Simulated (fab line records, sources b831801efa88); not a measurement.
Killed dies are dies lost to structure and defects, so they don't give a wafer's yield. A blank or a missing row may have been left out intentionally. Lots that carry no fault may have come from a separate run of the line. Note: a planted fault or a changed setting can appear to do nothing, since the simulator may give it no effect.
fab line records	flow sky130
record lots=7	wafers=21	last_day=48
route steps=708 shown PWDE@53 NWELL@56 PAD_OPEN@708
lots untouched by any fault: they come from a run of this same line in which no faults occurred
start_h: hours from the record's first day to the start of the lot's first wafer shown	wait_h: time in hours since the lot's previous step	" repeats the value in the row above	L1.1+2: a row that stands for several wafers	- value missing, or start not given	* or withheld: withheld	< > ~ a bound
route shown NAME@n: a module of which the file shows steps, and the number in the route of the first	usual: average and standard deviation across the fault-free wafers	same: alike in all rows	chamber/n: place in a boat	sites: the reading at each site	_std_site: standard deviation across them	_edge_site: inner sites' mean taken away from outer sites' mean	radius_mm: how far each site lies from the wafer's centre	mask NAME#n: copy n	behind: the tool/chamber that last shaped the wafer	hold: why the lot went on hold/how many hours it stayed there/how the hold came to an end	device: whichever transistor did not switch (one of n, p or np)	end of line: the same wafers' tests at the end of the route	a step given without rows: its recipe and nothing more	killed: the dies lost at the first sort to structure and to defects; this is not the yield of the wafer	map: a wafer's dies, marking killed ones x, the rest . and places with no die _
set.NAME: the setting as run; set.NAME@STEP: as run at that earlier step	model.NAME: the simulator's own value behind a step, which no gauge read
a table for each step, a row for each wafer; lots at some steps of the route
services: when a tool's chamber went out of use (start_h, in hours from the record's first day, below 0 if earlier), for how many hours, and the reason
## steps
# step SKY_PWDE_IMPLANT_08
# recipe species=B	energy_kev=150	dose_cm2=3.6e+12	tilt_deg=withheld
# step SKY_PWDE_STRIP_09
# recipe chemistry=O2/N2	power_w=1400	pressure_mtorr=1500	platen_temp_c=withheld	o2_flow_sccm=3000	n2_flow_sccm=300	overash_fraction=0.5
# usual chamber_pressure_mTorr=1500.0/1.4	drypump_motor_current_A=5.8/0.36	n2_flow_sccm=299.8/0.9	oes_product_au=0.722/0.0045	strip_time_to_endpoint_s=36.92/0.09
lot.wafer	tool	chamber	start_h	wait_h	chamber_pressure_mTorr	drypump_motor_current_A	n2_flow_sccm	oes_product_au	rf_hours_counter_h	strip_time_to_endpoint_s
L738.1	plasma_asher-04	0	75.38	0.1	1500.9	6.2	300.9	0.725	38	36.98
L738.3	"	0	"	"	1499.7	6.2	301.2	0.733	-	36.95
L738.6	"	0	"	"	1498.5	6.2	300.8	0.726	-	37.07
L739.2	plasma_asher-01	0	77.28	0.1	1499.8	5.8	298.6	0.724	26	37.02
L739.3	"	0	"	"	1502.5	5.8	299.4	0.722	-	36.92
L739.4	"	1	"	"	1500.5	5.1	298.8	0.722	-	37.00
L743.1	plasma_asher-04	0	99.23	0.1	1500.0	6.2	299.8	0.719	41	36.92
L743.3	"	1	"	"	1502.9	5.9	299.7	0.718	-	36.90
L743.4	"	0	"	"	1503.4	6.2	299.6	0.719	-	36.95
L746.1	plasma_asher-03	1	120.28	0.1	1503.4	6.0	299.7	0.717	43	36.88
L746.3	"	1	"	"	1500.8	6.0	299.5	0.715	-	36.94
L746.5	"	0	"	"	1498.7	5.6	299.8	0.717	-	36.85
L747.1	plasma_asher-03	1	124.36	0.1	1501.2	6.0	299.0	0.720	44	36.78
L747.3	"	1	"	"	1503.0	6.1	299.5	0.722	-	36.83
L747.5	"	1	"	"	1498.5	6.0	298.9	0.722	-	36.83
L748.2	plasma_asher-04	0	126.88	0.1	1500.6	6.2	299.4	0.718	44	36.82
L748.3	"	0	"	"	1499.1	6.2	298.6	0.720	-	36.94
L748.6	"	0	"	"	1497.6	6.2	301.1	0.727	-	36.89
L749.3	plasma_asher-03	1	136.61	0.1	1499.5	6.0	299.4	0.724	-	36.91
L749.5	"	1	"	"	1499.1	6.0	300.1	0.712	-	36.97
L749.6	"	0	"	"	1502.5	5.5	298.7	0.725	-	36.85
# step SKY_PWDE_TW_MEAS_10
# usual PWDE_TW=369/3.2
lot.wafer	tool	chamber	start_h	wait_h	PWDE_TW
L738.1	film_metro-02	-	75.48	0.1	367
L738.3	"	-	"	"	368
L738.6	"	-	"	"	369
L739.2	film_metro-04	-	77.39	0.1	369
L739.3	"	-	"	"	371
L739.4	"	-	"	"	370
L743.1	film_metro-04	-	99.33	0.1	370
L743.3	"	-	"	"	368
L743.4	"	-	"	"	370
L746.1	film_metro-01	-	120.38	0.1	372
L746.3	"	-	"	"	373
L746.5	"	-	"	"	373
L747.1	film_metro-01	-	124.46	0.1	372
L747.3	"	-	"	"	372
L747.5	"	-	"	"	372
L748.2	film_metro-01	-	126.99	0.1	371
L748.3	"	-	"	"	371
L748.6	"	-	"	"	372
L749.3	film_metro-02	-	136.70	0.1	368
L749.5	"	-	"	"	368
L749.6	"	-	"	"	365
# step SKY_NWELL_DEHYDRATE_03
# recipe temp_c=200	time_s=60
# step SKY_NWELL_HMDS_04
# recipe prime_time_s=60	prime_temp_c=120
# step SKY_NWELL_COAT_05
# recipe spin_rpm=2000	resist_thk_nm=3000
# step SKY_NWELL_SOFTBAKE_06
# recipe temp_c=110	time_s=withheld
# step SKY_NWELL_EXPOSE_07
# recipe mask_id=NWM	na=0.6	source_shape=conventional	sigma_outer=0.6	polarization=unpolarized	target_cd_nm=840	dose_mj=255
# step SKY_NWELL_PEB_08
# recipe temp_c=115	time_s=withheld
# step SKY_NWELL_DEVELOP_09
# recipe wall_angle_deg=90	developer=TMAH	develop_time_s=60	dev_temp_c=23
# step SKY_NWELL_OVL_MEAS_10
# usual NWELL_00_OVL=0.5/1.2
lot.wafer	tool	chamber	start_h	wait_h	NWELL_00_OVL[nm]
L738.1	overlay-02	-	91.79	-	0.8
L738.3	"	-	"	"	-0.4
L738.6	"	-	"	"	0.5
L739.2	overlay-02	-	93.90	-	-1.1
L739.3	"	-	"	"	0.3
L739.4	"	-	"	"	-2.4
L743.1	overlay-02	-	117.69	-	-0.1
L743.3	"	-	"	"	0.4
L743.4	"	-	"	"	1.2
L746.1	overlay-02	-	139.54	-	0.2
L746.3	"	-	"	"	0.1
L746.5	"	-	"	"	1.0
L747.1	overlay-01	-	143.06	-	0.7
L747.3	"	-	"	"	-2.3
L747.5	"	-	"	"	-2.0
L748.2	overlay-02	-	146.02	-	-1.4
L748.3	"	-	"	"	0.8
L748.6	"	-	"	"	0.3
L749.3	overlay-01	-	156.62	-	0.9
L749.5	"	-	"	"	1.9
L749.6	"	-	"	"	2.2
# step SKY_NWELL_IMPLANT_11
# recipe species=P	energy_kev=400	dose_cm2=1.9e+13	tilt_deg=withheld
# step SKY_NWELL_IMPLANT_12
# recipe species=P	energy_kev=120	dose_cm2=1.3e+12	tilt_deg=withheld
# usual beam_energy_keV=120.00/0.033	implant_ion_amu=31/0
lot.wafer	tool	chamber	start_h	wait_h	beam_energy_keV	implant_ion_amu	model.implant.rp_nm
L738.1	implanter-02	0	91.98	0.1	120.01	31	149.8
L738.3	"	0	"	"	120.08	31	149.8
L738.6	"	0	"	"	119.99	31	149.8
L739.2	implanter-03	0	94.10	0.1	120.04	31	149.3
L739.3	"	0	"	"	119.99	31	149.3
L739.4	"	0	"	"	120.06	31	149.3
L743.1	implanter-02	0	117.88	0.1	119.98	31	150.9
L743.3	"	0	"	"	119.96	31	150.9
L743.4	"	0	"	"	120.07	31	150.9
L746.1	implanter-02	0	139.73	0.1	119.97	31	151.5
L746.3	"	0	"	"	119.97	31	151.5
L746.5	"	0	"	"	119.98	31	151.5
L747.1	implanter-03	0	143.25	0.1	120.04	75	68.67
L747.3	"	0	"	"	120.02	75	68.67
L747.5	"	0	"	"	120.02	75	68.67
L748.2	implanter-03	0	146.22	0.1	119.98	75	65.97
L748.3	"	0	"	"	119.96	75	65.97
L748.6	"	0	"	"	119.93	75	65.97
L749.3	implanter-03	0	156.85	0.1	120.03	75	65.18
L749.5	"	0	"	"	120.06	75	65.18
L749.6	"	0	"	"	120.02	75	65.18
# step SKY_NWELL_IMPLANT_13
# recipe species=P	energy_kev=50	dose_cm2=7e+11	tilt_deg=withheld
# step SKY_NWELL_STRIP_14
# recipe chemistry=O2/N2	power_w=1400	pressure_mtorr=1500	platen_temp_c=withheld	o2_flow_sccm=3000	n2_flow_sccm=300	overash_fraction=0.5
# usual chamber_pressure_mTorr=1499.9/1.2	drypump_motor_current_A=5.92/0.28	n2_flow_sccm=300.1/0.82	oes_product_au=0.723/0.0046	strip_time_to_endpoint_s=36.93/0.095
lot.wafer	tool	chamber	start_h	wait_h	chamber_pressure_mTorr	drypump_motor_current_A	n2_flow_sccm	oes_product_au	rf_hours_counter_h	strip_time_to_endpoint_s
L738.1	plasma_asher-04	0	92.28	0.1	1500.6	6.24	300.3	0.726	40	37.03
L738.3	"	0	"	"	1499.7	6.25	300.8	0.733	-	36.94
L738.6	"	1	"	"	1498.6	5.94	299.4	0.724	-	36.95
L739.2	plasma_asher-03	1	94.38	0.1	1499.8	6.06	300.4	0.723	41	36.78
L739.3	"	0	"	"	1500.1	5.54	300.9	0.726	-	36.82
L739.4	"	1	"	"	1500.8	6.05	300.8	0.715	-	36.80
L743.1	plasma_asher-04	0	118.18	0.1	1498.4	6.23	298.8	0.732	43	36.86
L743.3	"	0	"	"	1499.2	6.23	299.1	0.731	-	36.91
L743.4	"	1	"	"	1502.6	5.92	297.4	0.721	-	36.87
L746.1	plasma_asher-04	1	140.03	0.1	1499.9	5.94	300.1	0.721	45	36.89
L746.3	"	0	"	"	1499.2	6.24	299.6	0.726	-	36.86
L746.5	"	0	"	"	1496.6	6.24	299.8	0.719	-	36.82
L747.1	plasma_asher-04	0	143.55	0.1	1501.6	6.22	300.3	0.724	46	36.89
L747.3	"	1	"	"	1499.9	5.93	299.7	0.728	-	36.81
L747.5	"	1	"	"	1499.1	5.93	300.1	0.727	-	36.79
L748.2	plasma_asher-02	1	146.50	0.1	1499.8	6.15	300.6	0.727	3	36.99
L748.3	"	0	"	"	1497.7	5.53	300.5	0.725	-	37.01
L748.6	"	0	"	"	1500.0	5.51	299.9	0.728	-	37.15
L749.3	plasma_asher-04	0	157.13	0.1	1501.9	6.24	300.2	0.715	-	36.90
L749.5	"	1	"	"	1500.3	5.94	299.3	0.730	-	36.85
L749.6	"	0	"	"	1497.7	6.23	301.2	0.719	-	36.83
# step SKY_NWELL_TW_MEAS_15
# usual NWELL_TW=1796/14
lot.wafer	tool	chamber	start_h	wait_h	NWELL_TW
L738.1	film_metro-04	-	92.38	0.1	1799
L738.3	"	-	"	"	1795
L738.6	"	-	"	"	1799
L739.2	film_metro-04	-	94.49	0.1	1804
L739.3	"	-	"	"	1806
L739.4	"	-	"	"	1805
L743.1	film_metro-02	-	118.28	0.1	1790
L743.3	"	-	"	"	1782
L743.4	"	-	"	"	1779
L746.1	film_metro-02	-	140.13	0.1	1770
L746.3	"	-	"	"	1772
L746.5	"	-	"	"	1778
L747.1	film_metro-04	-	143.65	0.1	1832
L747.3	"	-	"	"	1827
L747.5	"	-	"	"	1834
L748.2	film_metro-01	-	146.61	0.1	1850
L748.3	"	-	"	"	1854
L748.6	"	-	"	"	1852
L749.3	film_metro-04	-	157.22	0.1	1836
L749.5	"	-	"	"	1832
L749.6	"	-	"	"	1836
# step SKY_NWELL_DEHYDRATE_16
# recipe temp_c=200	time_s=60
# step SKY_PAD_OPEN_PROBE_99
# usual killed_at_M0_to_M3=43/6.7	killed_at_M4_up=3.0/1.9	killed_at_contacts=25/5.4	killed_at_front_end=16/4.5	killed_at_other=0.4/0.62	killed_dies=87/9.6	killed_open=47/7	killed_short=39/6.1
# same gross_dies=492	killed_at_back_side=0
lot.wafer	tool	chamber	start_h	wait_h	killed_at_M0_to_M3	killed_at_M4_up	killed_at_contacts	killed_at_front_end	killed_at_other	killed_dies	killed_open	killed_short	model.etest.nfet_16v.r_on_ohm_um	model.etest.tip_p.rs_ohm_sq	model.etest.pfet_16v.r_on_ohm_um	model.etest.pfet_g5v0d10v5.r_on_ohm_um	model.etest.pfet_01v8.r_on_ohm_um	model.etest.tip_p_5v.rs_ohm_sq	model.etest.pfet_g5v0d10v5.drive_ua_um	model.etest.pfet_01v8_lvt.drive_ua_um
L738.1	prober-02	-	1075.54	0.1	42	1	20	12	0	75	40	34	1.414e+04	6837	1.472e+04	4735	2947	2872	344.1	174.3
L738.3	prober-02	-	1075.64	0.2	49	5	23	12	0	89	48	41	1.408e+04	6853	1.463e+04	4740	2866	2867	340.7	176.7
L738.6	prober-02	-	1075.79	0.2	39	3	12	14	0	68	38	30	1.404e+04	6863	1.465e+04	4751	2947	2856	342.7	172.7
L739.2	prober-01	-	1082.14	0.1	53	2	25	19	0	99	62	37	1.386e+04	6907	1.511e+04	4694	2927	2846	348.1	175.6
L739.3	prober-01	-	1082.19	0.2	48	4	29	18	1	100	54	46	1.394e+04	6888	1.49e+04	4708	3000	2837	347.6	174.2
L739.4	prober-01	-	1082.24	0.2	42	2	26	17	0	87	45	42	1.372e+04	6875	1.454e+04	4664	2908	2840	350.6	174.8
L743.1	prober-01	-	1107.36	0.1	45	3	33	10	0	91	50	41	1.427e+04	6828	1.566e+04	4825	2874	2855	335.2	175.1
L743.3	prober-01	-	1107.46	0.2	42	3	29	21	0	95	53	42	1.418e+04	6792	1.533e+04	4755	2904	2858	344.1	173.7
L743.4	prober-01	-	1107.51	0.2	60	5	32	10	0	107	62	45	1.418e+04	6760	1.595e+04	4756	2874	2845	342.1	172.4
L746.1	prober-02	-	1131.41	0.1	42	1	22	8	1	74	39	33	1.454e+04	6909	1.497e+04	4665	2883	2794	348.1	178.5
L746.3	prober-02	-	1131.51	0.2	39	3	20	16	2	80	47	30	1.435e+04	6886	1.542e+04	4718	2996	2806	345.8	177.7
L746.5	prober-02	-	1131.61	0.2	30	7	24	11	1	73	38	33	1.444e+04	6940	1.48e+04	4711	2964	2788	345.8	177.6
L747.1	prober-01	-	1135.69	0.1	32	5	36	14	0	87	52	35	1.343e+04	7446	1.59e+04	5327	3186	2899	306.5	136.6
L747.3	prober-01	-	1135.79	0.2	43	1	26	9	0	79	43	36	1.335e+04	7453	1.542e+04	5292	3185	2909	306.2	136.6
L747.5	prober-01	-	1135.89	0.2	35	4	26	21	0	86	46	37	1.342e+04	7523	1.593e+04	5384	3220	2909	303.1	134.7
L748.2	prober-02	-	1137.43	0.1	46	5	23	9	0	83	51	32	1.326e+04	7548	1.564e+04	5342	3216	2959	300.8	137.9
L748.3	prober-02	-	1137.48	0.2	47	1	25	14	1	88	48	40	1.331e+04	7590	1.621e+04	5347	3194	2958	301.8	136.7
L748.6	prober-02	-	1137.63	0.2	56	2	23	9	0	90	48	41	1.333e+04	7544	1.618e+04	5287	3129	2944	305.4	138.7
L749.3	prober-01	-	1147.92	0.2	39	3	19	25	0	86	47	37	1.311e+04	7562	1.546e+04	5240	3080	2920	308.5	141.3
L749.5	prober-01	-	1148.02	0.2	49	6	16	16	0	87	57	28	1.312e+04	7590	1.537e+04	5272	3159	2930	306.2	138.6
L749.6	prober-01	-	1148.07	0.2	53	2	19	27	0	101	60	38	1.332e+04	7642	1.535e+04	5371	3187	2950	297.4	136.5
# killed by level:class
L738.1 LI_CONTACT:geometric_particle:open=8 VIA1:geometric_particle:open=8 VIA2:geometric_particle:open=6 VIA1:geometric_particle:short=5 VIA3:geometric_particle:open=5 POLY_GATE:geometric_particle:open=4 CONTACT:geometric_particle:short=4 CONTACT:geometric_particle:open=4
L738.3 VIA1:geometric_particle:open=14 VIA1:geometric_particle:short=8 POLY_GATE:geometric_particle:open=6 LI_CONTACT:geometric_particle:open=6 CONTACT:geometric_particle:short=6 VIA2:geometric_particle:open=6 VIA3:geometric_particle:open=5 METAL2:geometric_particle:short=5
L738.6 VIA1:geometric_particle:open=10 VIA3:geometric_particle:open=8 VIA1:geometric_particle:short=7 POLY_GATE:geometric_particle:open=5 CONTACT:geometric_particle:short=4 CONTACT:geometric_particle:open=4 VIA3:geometric_particle:short=4 FIELD_ISO:geometric_particle:open=3
L739.2 VIA1:geometric_particle:open=15 LI_CONTACT:geometric_particle:open=9 VIA2:geometric_particle:open=8 CONTACT:geometric_particle:open=6 VIA3:geometric_particle:open=6 FIELD_ISO:geometric_particle:open=5 VIA1:geometric_particle:short=5 METAL3:geometric_particle:short=5
L739.3 VIA3:geometric_particle:open=11 LI_CONTACT:geometric_particle:open=10 VIA1:geometric_particle:open=10 CONTACT:geometric_particle:open=9 CONTACT:geometric_particle:short=7 VIA1:geometric_particle:short=7 FIELD_ISO:geometric_particle:open=5 SPACER:geometric_particle:short=5
L739.4 LI_CONTACT:geometric_particle:open=8 VIA3:geometric_particle:open=7 FIELD_ISO:geometric_particle:open=6 CONTACT:geometric_particle:short=6 CONTACT:geometric_particle:open=6 VIA1:geometric_particle:open=6 VIA2:geometric_particle:open=6 FIELD_ISO:geometric_particle:short=5
L743.1 VIA1:geometric_particle:open=15 LI_CONTACT:geometric_particle:open=10 CONTACT:geometric_particle:short=6 CONTACT:geometric_particle:open=6 LI_CONTACT:geometric_particle:short=5 METAL2:geometric_particle:short=5 VIA3:geometric_particle:short=5 VIA3:geometric_particle:open=5
L743.3 CONTACT:geometric_particle:open=12 LOCAL_INTERCONNECT:geometric_particle:short=7 VIA2:geometric_particle:open=7 VIA3:geometric_particle:open=7 FIELD_ISO:geometric_particle:short=6 VIA1:geometric_particle:open=6 METAL2:geometric_particle:short=6 VIA2:geometric_particle:short=6
L743.4 VIA1:geometric_particle:open=19 CONTACT:geometric_particle:open=13 VIA2:geometric_particle:open=8 LI_CONTACT:geometric_particle:open=7 CONTACT:geometric_particle:short=7 METAL1:geometric_particle:short=7 METAL2:geometric_particle:short=5 VIA1:geometric_particle:short=5
L746.1 CONTACT:geometric_particle:open=8 VIA1:geometric_particle:short=7 VIA1:geometric_particle:open=7 VIA3:geometric_particle:open=7 LI_CONTACT:geometric_particle:open=6 LOCAL_INTERCONNECT:geometric_particle:short=5 VIA2:geometric_particle:open=5 METAL1:geometric_particle:short=4
L746.3 VIA1:geometric_particle:open=12 CONTACT:geometric_particle:open=8 VIA3:geometric_particle:open=8 VIA2:geometric_particle:open=6 FIELD_ISO:geometric_particle:open=4 LOCAL_INTERCONNECT:geometric_particle:short=4 VIA1:geometric_particle:short=4 FIELD_ISO:geometric_particle:short=3
L746.5 CONTACT:geometric_particle:short=9 VIA1:geometric_particle:open=8 CONTACT:geometric_particle:open=7 FIELD_ISO:geometric_particle:open=4 VIA1:geometric_particle:short=4 VIA2:geometric_particle:open=4 LI_CONTACT:geometric_particle:open=3 LOCAL_INTERCONNECT:geometric_particle:short=3
L747.1 CONTACT:geometric_particle:open=16 CONTACT:geometric_particle:short=8 VIA2:geometric_particle:open=8 LI_CONTACT:geometric_particle:open=6 METAL2:geometric_particle:short=6 VIA3:geometric_particle:open=6 FIELD_ISO:geometric_particle:short=5 METAL1:geometric_particle:short=5
L747.3 CONTACT:geometric_particle:open=14 VIA1:geometric_particle:open=11 FIELD_ISO:geometric_particle:short=6 METAL2:geometric_particle:short=6 VIA3:geometric_particle:open=6 LI_CONTACT:geometric_particle:open=5 VIA1:geometric_particle:short=5 VIA3:geometric_particle:short=5
L747.5 VIA1:geometric_particle:open=11 CONTACT:geometric_particle:open=9 FIELD_ISO:geometric_particle:open=7 CONTACT:geometric_particle:short=7 VIA2:geometric_particle:open=5 FIELD_ISO:geometric_particle:short=4 LI_CONTACT:geometric_particle:short=4 METAL4:geometric_particle:short=4
L748.2 LI_CONTACT:geometric_particle:open=11 VIA1:geometric_particle:open=10 VIA3:geometric_particle:open=10 VIA2:geometric_particle:open=8 VIA1:geometric_particle:short=5 METAL2:geometric_particle:short=5 CONTACT:geometric_particle:open=4 LOCAL_INTERCONNECT:geometric_particle:short=4
L748.3 VIA1:geometric_particle:open=9 VIA2:geometric_particle:open=8 CONTACT:geometric_particle:open=7 VIA3:geometric_particle:open=7 CONTACT:geometric_particle:short=6 VIA1:geometric_particle:short=6 LI_CONTACT:geometric_particle:open=5 METAL2:geometric_particle:short=5
L748.6 VIA1:geometric_particle:open=17 CONTACT:geometric_particle:short=9 METAL2:geometric_particle:short=9 VIA3:geometric_particle:open=9 VIA2:geometric_particle:open=7 LI_CONTACT:geometric_particle:short=5 CONTACT:geometric_particle:open=4 POLY_GATE:geometric_particle:open=3
L749.3 POLY_GATE:geometric_particle:short=10 VIA1:geometric_particle:open=9 VIA2:geometric_particle:open=8 CONTACT:geometric_particle:open=7 POLY_GATE:geometric_particle:open=6 LI_CONTACT:geometric_particle:open=6 VIA2:geometric_particle:short=5 VIA3:geometric_particle:open=5
L749.5 VIA1:geometric_particle:open=18 VIA2:geometric_particle:open=8 VIA3:geometric_particle:open=8 CONTACT:geometric_particle:open=5 VIA2:geometric_particle:short=4 POLY_GATE:geometric_particle:open=4 LI_CONTACT:geometric_particle:short=4 POLY_GATE:geometric_particle:short=3
L749.6 VIA1:geometric_particle:open=12 VIA2:geometric_particle:open=12 CONTACT:geometric_particle:open=11 VIA3:geometric_particle:open=8 FIELD_ISO:geometric_particle:open=7 METAL2:geometric_particle:short=6 METAL1:geometric_particle:short=5 FIELD_ISO:geometric_particle:short=4
## services
tool	chamber	start_h	hours	kind
plasma_asher-02	-	108.75	9.0	pm
plasma_asher-02	0	108.75	9.0	vent_cycle
plasma_asher-02	1	108.75	9.0	vent_cycle
plasma_asher-02	0	117.75	-	clean
plasma_asher-02	1	117.75	-	clean
plasma_asher-03	-	122.20	0.8	repair
plasma_asher-01	-	133.71	17.2	pm
implanter-03	-	151.66	4.1	pm
## key
first_sign step=SKY_NWELL_IMPLANT_12	reading=implant_ion_amu	direction=up	sigmas=99+	usual=31	struck=75
effect step=SKY_NWELL_TW_MEAS_15	reading=NWELL_TW	direction=up	sigmas=3	usual=1796	struck=1839
model_effect step=SKY_NWELL_IMPLANT_12	value=implant.rp_nm	without=145.4	struck=66.61
model_effect step=SKY_PAD_OPEN_PROBE_99	value=etest.nfet_16v.r_on_ohm_um	without=1.419e+04	struck=1.329e+04
met_at SKY_NWELL_IMPLANT_12
struck_wafers L747.1,L747.3,L747.5,L748.2,L748.3,L748.6,L749.3,L749.5,L749.6
tester_left_out L747,L748,L749
onset_between 139.73 143.25
fault kind=wrong_recipe_download	tool=implanter-02,implanter-03,implanter-04	chamber=-	onset_h=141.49	steps=SKY_NWELL_IMPLANT_12	wrong_recipe.not_listed=1
# tester_left_out: of these lots the tester's yield and bins aren't shown, on N5 and GAA mostly nor the transistor test; their killed dies are dies lost to structure and defects alone, not to doping, threshold or leakage, so they don't give the yield
